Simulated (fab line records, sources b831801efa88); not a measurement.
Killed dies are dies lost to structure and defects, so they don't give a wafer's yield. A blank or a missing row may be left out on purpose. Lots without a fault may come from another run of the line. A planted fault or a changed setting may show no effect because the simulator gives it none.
Which tool did it? | flow gf180mcu | 14 lots, 42 wafers sampled, at 5 steps of a route of 602

WHAT THE GAUGES READ, wafer by wafer
GF_V3_BOW_MEAS_05. Usual: V3_BOW 117 um, standard deviation 7.9.
lot  | measured     | on            | V3_BOW (um) | flag
L876 | day 21 13:06 | film_metro-03 | 121 119 132 |
L877 | day 21 21:22 | film_metro-03 | 109 113 112 |
L878 | day 21 23:50 | film_metro-04 | 127 120 108 |
L883 | day 24 02:03 | film_metro-03 | 115 119 111 |
L886 | day 25 07:17 | film_metro-03 | 114 121 107 |
L888 | day 25 11:01 | film_metro-03 | 112 124 122 |
L889 | day 25 14:56 | film_metro-02 | 122 127 128 |
L890 | day 26 08:01 | film_metro-04 | 113 116 118 |
L892 | day 26 23:08 | film_metro-03 | 123 122 105 |
L891 | day 27 01:50 | film_metro-02 | 137 134 120 |
L893 | day 27 15:57 | film_metro-03 | 115 118 110 |
L895 | day 27 17:34 | film_metro-02 | 113 114 115 |
L898 | day 28 18:50 | film_metro-03 | 93 102 97   |
L897 | day 28 19:02 | film_metro-04 | 128 126 113 |

GF_V4_THK_MEAS_01. Usual: V4_CVD_00_THK 596 nm, standard deviation 6.7.
lot  | measured     | on            | V4_CVD_00_THK (nm) | flag
L876 | day 23 14:25 | film_metro-01 | 594 597 603        |
L877 | day 23 21:43 | film_metro-01 | 590 586 596        |
L878 | day 23 23:51 | film_metro-01 | 593 592 596        |
L883 | day 25 23:57 | film_metro-03 | 611 596 601        |
L886 | day 27 03:47 | film_metro-01 | 573 604 588        |
L888 | day 27 07:21 | film_metro-03 | 599 591            |
L889 | day 27 09:31 | film_metro-03 | 606                |
L890 | day 28 02:32 | film_metro-01 | 603 597 602        |
L892 | day 28 17:25 | film_metro-02 | 587 590 596        |
L891 | day 28 19:07 | film_metro-02 | 592 595 597        |
L893 | day 29 09:31 | film_metro-03 | 591 590 593        |
L895 | day 29 11:25 | film_metro-02 | 596 602 597        |
L898 | day 30 11:02 | film_metro-02 | 592 602 599        |
L897 | day 30 11:43 | film_metro-01 | 598 603 600        |

GF_V4_BOW_MEAS_05. Usual: V4_BOW 135 um, standard deviation 9.2.
lot  | measured     | on            | V4_BOW (um) | flag
L876 | day 23 14:56 | film_metro-02 | 133 131 144 |
L877 | day 23 22:13 | film_metro-03 | 120 125 126 |
L878 | day 24 00:27 | film_metro-02 | 141 134 122 |
L883 | day 26 00:26 | film_metro-03 | 134 138 131 |
L886 | day 27 04:17 | film_metro-02 | 128 137 122 |
L888 | day 27 07:53 | film_metro-03 | 132 146     |
L889 | day 27 10:04 | film_metro-01 | 145         |
L890 | day 28 03:10 | film_metro-01 | 128 129 133 |
L892 | day 28 17:54 | film_metro-01 | 137 137 122 |
L891 | day 28 19:36 | film_metro-02 | 156 155 138 |
L893 | day 29 10:02 | film_metro-03 | 137 140 134 |
L895 | day 29 11:54 | film_metro-03 | 134 135 136 |
L898 | day 30 11:32 | film_metro-02 | 106 115 111 |
L897 | day 30 12:12 | film_metro-03 | 147 145 130 |

WHICH TOOL RAN EACH LOT (tool, then ch and the chambers of the sampled wafers, then the start)
lot  | GF_M4_METAL_ETCH_16               | GF_M4_STRIP_17
L876 | rie_metal-01 ch 1, day 23 13:37   | plasma_asher-03 ch 0,1, day 23 13:50
L877 | rie_metal-02 ch 0,1, day 23 20:58 | plasma_asher-03 ch 0,1, day 23 21:05
L878 | rie_metal-01 ch 1, day 23 22:59   | plasma_asher-04 ch 0,1, day 23 23:12
L883 | rie_metal-02 ch 0,1, day 25 23:10 | plasma_asher-04 ch 0,1, day 25 23:17
L886 | rie_metal-01 ch 0,1, day 27 03:04 | plasma_asher-01 ch 0,1, day 27 03:11
L888 | rie_metal-02 ch 0,1, day 27 06:37 | plasma_asher-01 ch 0,1, day 27 06:44
L889 | rie_metal-02 ch 0,1, day 27 08:46 | plasma_asher-03 ch 0,1, day 27 08:53
L890 | rie_metal-01 ch 0,1, day 28 01:48 | plasma_asher-03 ch 0,1, day 28 01:55
L892 | rie_metal-01 ch 0,1, day 28 16:41 | plasma_asher-01 ch 0,1, day 28 16:49
L891 | rie_metal-04 ch 0,1, day 28 18:23 | plasma_asher-01 ch 0,1, day 28 18:31
L893 | rie_metal-01 ch 0,1, day 29 08:47 | plasma_asher-01 ch 0,1, day 29 08:54
L895 | rie_metal-01 ch 0,1, day 29 10:38 | plasma_asher-01 ch 0,1, day 29 10:46
L898 | rie_metal-01 ch 0,1, day 30 10:19 | plasma_asher-04 ch 0,1, day 30 10:26
L897 | rie_metal-04 ch 0,1, day 30 10:59 | plasma_asher-04 ch 0,1, day 30 11:07
- GF_M4_METAL_ETCH_16: etches the open film in Cl2/BCl3, stops on SiO2, target depth 750.8 nm, time 125.1 s.
- GF_M4_STRIP_17: strips in O2/N2.

WHAT THE TOOLS THEMSELVES READ (means of the sampled wafers that have a number; where no wafer has one, the mark that the record gives instead)
GF_M4_METAL_ETCH_16. Usual: drypump_motor_current_A 6.0 A, standard deviation 0.43; mfc_cl2_sccm 80.03 sccm, standard deviation 0.21; oes_product_au 0.992 a.u., standard deviation 0.0055; throttle_valve_pct 28.229 %, standard deviation 0.009.
lot  | tool         | drypump_motor_current_A (A) | mfc_cl2_sccm (sccm) | oes_product_au (a.u.) | throttle_valve_pct (%) | flag
L876 | rie_metal-01 | 6.5                         | 79.82               | 0.994                 | 28.229                 |
L877 | rie_metal-02 | 6.0                         | 80.00               | 0.990                 | 28.230                 |
L878 | rie_metal-01 | 6.6                         | 79.83               | 0.993                 | 28.223                 |
L883 | rie_metal-02 | 6.0                         | 79.95               | 0.996                 | 28.228                 |
L886 | rie_metal-01 | 6.3                         | 80.26               | 0.990                 | 28.229                 |
L888 | rie_metal-02 | 6.0                         | 80.11               | 0.946                 | 28.285                 | OFF
L889 | rie_metal-02 | 6.0                         | 80.08               | 0.898                 | 28.336                 | OFF
L890 | rie_metal-01 | 6.4                         | 79.76               | 0.997                 | 28.224                 |
L892 | rie_metal-01 | 6.3                         | 80.17               | 0.996                 | 28.233                 |
L891 | rie_metal-04 | 5.3                         | 79.83               | 0.988                 | 28.228                 |
L893 | rie_metal-01 | 6.3                         | 79.98               | 0.991                 | 28.230                 |
L895 | rie_metal-01 | 6.1                         | 79.97               | 0.992                 | 28.223                 |
L898 | rie_metal-01 | 6.1                         | 80.20               | 0.997                 | 28.228                 |
L897 | rie_metal-04 | 5.3                         | 79.86               | 0.998                 | 28.214                 |

GF_M4_STRIP_17. Usual: drypump_motor_current_A 5.7 A, standard deviation 0.34; heater_power_w 340 W, standard deviation 20; n2_flow_sccm 300.2 sccm, standard deviation 0.96; oes_product_au 0.537 a.u., standard deviation 0.0052; platen_temp_c 250.01 C, standard deviation 0.18; strip_time_to_endpoint_s 7.37 s, standard deviation 0.049.
lot  | tool            | drypump_motor_current_A (A) | heater_power_w (W) | n2_flow_sccm (sccm) | oes_product_au (a.u.) | platen_temp_c (C) | strip_time_to_endpoint_s (s) | flag
L876 | plasma_asher-03 | 5.5                         | 354                | 299.1               | 0.533                 | 250.05            | 7.35                         |
L877 | plasma_asher-03 | 5.8                         | 356                | 300.4               | 0.537                 | 249.94            | 7.35                         |
L878 | plasma_asher-04 | 5.6                         | 317                | 300.9               | 0.536                 | 249.88            | 7.35                         |
L883 | plasma_asher-04 | 5.6                         | 315                | 301.4               | 0.531                 | 250.05            | 7.39                         |
L886 | plasma_asher-01 | 5.9                         | 341                | 300.0               | 0.540                 | 250.11            | 7.39                         |
L888 | plasma_asher-01 | 5.9                         | 340                | 301.0               | 0.545                 | 249.88            | 7.59                         | OFF
L889 | plasma_asher-03 | 5.5                         | 348                | 299.1               | 0.559                 | 249.97            | 7.81                         | OFF
L890 | plasma_asher-03 | 5.8                         | 356                | 299.6               | 0.532                 | 249.99            | 7.32                         |
L892 | plasma_asher-01 | 5.8                         | 337                | 300.3               | 0.536                 | 250.04            | 7.34                         |
L891 | plasma_asher-01 | 5.9                         | 339                | 299.6               | 0.534                 | 249.90            | 7.35                         |
L893 | plasma_asher-01 | 5.9                         | 341                | 300.6               | 0.537                 | 250.01            | 7.37                         |
L895 | plasma_asher-01 | 5.9                         | 338                | 300.0               | 0.538                 | 250.02            | 7.40                         |
L898 | plasma_asher-04 | 5.6                         | 318                | 299.7               | 0.537                 | 249.95            | 7.39                         |
L897 | plasma_asher-04 | 5.4                         | 329                | 300.4               | 0.533                 | 249.96            | 7.30                         |

THE ANSWER, worked out from the rows above alone
Rule: a lot is off if the mean of its wafers that have a number lies more than 3 standard deviations from the usual mean. A lot without any number at a reading at which 4 lots or more have one is off too. The other lots that the step has rows for count as sound. The gauges are gone through in route order, then the tools' own readings, and for those a lot's mean is taken as printed above. The first step at which some lot is off is used, and at that step the reading that is off furthest; a lot without a number counts as furthest.
Off: L888, L889, at GF_M4_METAL_ETCH_16 (oes_product_au).
A tool fits if, at that step or a process step before it, it ran every lot that is off, and no sound lot after the first of them. One fits: rie_metal-02 at GF_M4_METAL_ETCH_16. Its last sound lot is L883 (day 25 23:10), its first lot that is off L888 (day 27 06:37): a fault that began between those two fits.
The tool's own readings at GF_M4_METAL_ETCH_16 bear it out: on the lots that are off they differ by more than 5 times the standard deviation of the sound lots' means. oes_product_au reads 0.922 a.u. there against 0.994 a.u. on the sound lots; throttle_valve_pct reads 28.310 % there against 28.227 % on the sound lots.

WHAT THE SIMULATOR HAD PUT IN
Process parameter drift: rie_metal-02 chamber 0, from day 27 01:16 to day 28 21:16, at GF_M4_METAL_ETCH_16. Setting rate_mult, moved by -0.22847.
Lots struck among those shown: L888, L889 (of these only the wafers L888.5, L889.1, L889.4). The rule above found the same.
